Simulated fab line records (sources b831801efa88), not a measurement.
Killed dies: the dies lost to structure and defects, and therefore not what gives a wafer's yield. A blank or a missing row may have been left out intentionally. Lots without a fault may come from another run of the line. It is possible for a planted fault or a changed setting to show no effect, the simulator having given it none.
Struck lot and sound lot, side by side | flow gf180mcu | 14 out of 602 route steps
Sound: the wafers L590.1, L590.2, L590.3. Struck: wafers L592.2, L592.3, L592.6. The cause is named last.
Each step with rows lists, per side, the tool, then ch with its chambers, then its first start. Under that, the readings that differ: sound wafers | struck wafers | difference of the means | sigmas: that difference in standard deviations of wafers without a fault.
alike: same words and numbers on both sides, and readings whose means sit less than 2 such deviations apart. not compared: any withheld reading, any reading some wafer has no value for, any bound like >300 that may hide the same value, and any number with overlapping values for which the record gives no deviation.
Wherever a step has rows on one side only, a row that says differs or no value, or a row with sigmas, the two part there. Numbers that don't overlap but have no deviation are shown without sigmas and don't part them. A reading that every wafer of one side lacks parts them only if that side has two wafers or more.

first, 1 step without rows for these wafers: GF_V1_CMP_26 (polishes, stops on SiO2, t overpolish 15 s, target thk 0 nm).
GF_M2_SPUTTER_00: material Ti, target thk 37.5 nm, time 150 s.
  struck on pvd-sputter-01, day 20 10:31; sound on pvd-sputter-01, day 19 15:07
  alike: throttle-valve-pct
GF_M2_SPUTTER_01: material TiN, target thk 30 nm, time 25 s.
  struck on pvd-sputter-01, day 20 10:37; sound on pvd-sputter-01, day 19 15:13
  alike: throttle-valve-pct
GF_M2_SPUTTER_02: material AlCu, target thk 450 nm, time 23.9 s.
  struck on pvd-sputter-01, day 20 10:39; sound on pvd-sputter-01, day 19 15:15
  alike: throttle-valve-pct
GF_M2_SPUTTER_03: material Ti, target thk 10 nm, time 6.7 s.
  struck on pvd-sputter-01, day 20 10:41; sound on pvd-sputter-01, day 19 15:17
  alike: throttle-valve-pct
GF_M2_SPUTTER_04: material TiN, target thk 50 nm, time 41.7 s.
  struck on pvd-sputter-01, day 20 10:42; sound on pvd-sputter-01, day 19 15:18
  alike: throttle-valve-pct
GF_M2_RS_MEAS_05: the measuring method here is four-point-probe.
  struck on film-metro-03, day 20 10:46; sound on film-metro-04, day 19 15:20
  alike: M2_ALCU_RS
GF_M2_THK_MEAS_06: measures by xrf.
  struck on film-metro-03, day 20 10:52; sound on film-metro-04, day 19 15:28
  reading          | sound       | struck      | difference | sigmas
  M2_ALCU_THK (nm) | 444 440 448 | 456 455 457 | +12        | +2
then, 4 steps without rows for these wafers: GF_M2_DEHYDRATE_07 (time 60 s); GF_M2_HMDS_08 (prime time 60 s); GF_M2_COAT_09 (resist thk 1000 nm); GF_M2_SOFTBAKE_10 (time 60 s).
GF_M2_EXPOSE_11: exposes mask Metal2, target cd 280 nm.
  struck on krf-scanner-02, day 20 23:01; sound on krf-scanner-02 ch 0, day 20 03:41
  no value came back on the struck wafers for exposure-dose-mJ-cm2, focus-offset-nm (nm); on the sound wafers exposure-dose-mJ-cm2 reads 28.026 28.044 28.050
  alike: mask
then, 1 step without rows for these wafers: GF_M2_PEB_12 (peb time 90 s).

WHERE THEY PART
At GF_M2_THK_MEAS_06 first; at GF_M2_EXPOSE_11 last (within this record only).

WHY: what had been put in by the simulator
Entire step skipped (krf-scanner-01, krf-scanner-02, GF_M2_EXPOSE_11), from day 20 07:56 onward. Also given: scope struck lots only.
